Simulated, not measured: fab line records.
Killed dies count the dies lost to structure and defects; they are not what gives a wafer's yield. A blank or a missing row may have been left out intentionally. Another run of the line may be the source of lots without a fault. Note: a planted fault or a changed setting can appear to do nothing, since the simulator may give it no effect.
Comparing a struck lot with a sound one    flow sky130    21 out of 708 route steps
Sound: the wafers L348.3, L348.4, L348.6. Struck: wafer L351.6; the same lot's L351.4 was not struck, so it is left out; see the end for the cause.
For every step that has rows: the tool of each side, followed by ch and its chambers, followed by its first start. Under that, the readings that differ: sound wafers    struck wafers    difference of the means    sigmas: that difference in standard deviations of wafers without a fault.
alike: readings whose means differ by less than 2 such deviations, and words and numbers that are the same on both sides. not compared: withheld readings, readings that some wafer has no value for, bounds like >300 that may hide the same value, and numbers for which the record gives no deviation and whose values overlap.
Wherever a step has rows on one side only, a row that says differs or no value, or a row with sigmas, the two part there. Numbers that don't overlap but have no deviation are shown without sigmas and don't part them. A reading missing from all wafers of one side parts the sides only when that side holds two or more wafers.

first, 4 steps without rows for these wafers: SKY_RES_XHIGH_EXPOSE_04 (exposes mask URPM, target cd 1270 nm); SKY_RES_XHIGH_PEB_05; SKY_RES_XHIGH_DEVELOP_06 (develop time 60 s); SKY_RES_XHIGH_IMPLANT_07.
SKY_RES_XHIGH_STRIP_08: strips in O2/N2.
  sound on plasma-asher-04 ch 0,1, day 27 12:14; struck on plasma-asher-04 ch 1, day 29 06:29
reading                       sound              struck  difference  sigmas
strip-time-to-endpoint-s (s)  14.25 14.23 14.26  14.37   +0.12       +4
  alike: drypump-motor-current-A, o2-flow-sccm, oes-product-au
  not compared: rf-hours-counter-h
SKY_RES_XHIGH_TW_MEAS_09:
  sound on film-metro-01, day 27 12:19; struck on film-metro-03, day 29 06:35
reading       sound           struck  difference  sigmas
RES_XHIGH_TW  1639 1635 1630  1667    +32         +3
then, 6 steps without rows for these wafers: SKY_SD_N_DEHYDRATE_00 (time 60 s); SKY_SD_N_HMDS_01 (prime time 60 s); SKY_SD_N_COAT_02 (resist thk 1140 nm); SKY_SD_N_SOFTBAKE_03 (time 60 s); SKY_SD_N_EXPOSE_04 (exposes mask NSDM, target cd 380 nm); SKY_SD_N_PEB_05.
SKY_SD_N_DEVELOP_06: develop time 60 s.
  sound on litho-track-03 ch 0, day 28 17:04; struck on litho-track-03 ch 0, day 30 09:51
SKY_SD_N_CD_MEAS_07: the cd target is 380 nm.
  sound on cd-sem-02, day 28 17:13; struck on cd-sem-02, day 30 09:59
  not compared: cd-nm
SKY_SD_N_OVL_MEAS_08:
  sound on overlay-01, day 28 17:18; struck on overlay-01, day 30 10:04
  not compared: SD_N_OVL
then, 2 steps without rows for these wafers: SKY_SD_N_IMPLANT_09; SKY_SD_N_IMPLANT_10.
SKY_SD_N_STRIP_11: strips in O2/N2.
  sound on plasma-asher-04 ch 0,1, day 28 17:40; struck on plasma-asher-03 ch 1, day 30 10:25
  alike: drypump-motor-current-A, o2-flow-sccm, oes-product-au, strip-time-to-endpoint-s
  not compared: rf-hours-counter-h
SKY_SD_N_TW_MEAS_12:
  sound on film-metro-03, day 28 17:45; struck on film-metro-03, day 30 10:31
reading  sound           struck  difference  sigmas
SD_N_TW  3994 3993 4007  30      -3968       -99 or more
then, 1 step without rows for these wafers: SKY_SD_N_CLEAN_13 (cleans in SC1/SC2, time 150 s).
-- the record jumps here: 17 days lie between the struck wafers' starts before and after (it left off in module SD_N and takes up again in module PAD_OPEN, whose first step shown is number 708 of the route) --
SKY_PAD_OPEN_PROBE_99:
  sound on prober-02, day 46 12:53; struck on prober-01, day 47 20:59
reading              sound     struck  difference  sigmas
killed_at_M0_to_M3   50 60 41  37      -13         -2
killed-at-front-end  14 13 13  418     +405        +90
killed-dies          91 97 86  492     +401        +46
killed-on-rim        16 12 15  96      +82         +19
killed-short         42 43 32  27      -12         -2
  alike: killed_at_M4_up, killed-at-contacts, killed-at-other, killed-open

WHERE THEY PART
First at SKY_RES_XHIGH_STRIP_08; last, within this record, at SKY_PAD_OPEN_PROBE_99.

WHY: whatever the simulator had introduced
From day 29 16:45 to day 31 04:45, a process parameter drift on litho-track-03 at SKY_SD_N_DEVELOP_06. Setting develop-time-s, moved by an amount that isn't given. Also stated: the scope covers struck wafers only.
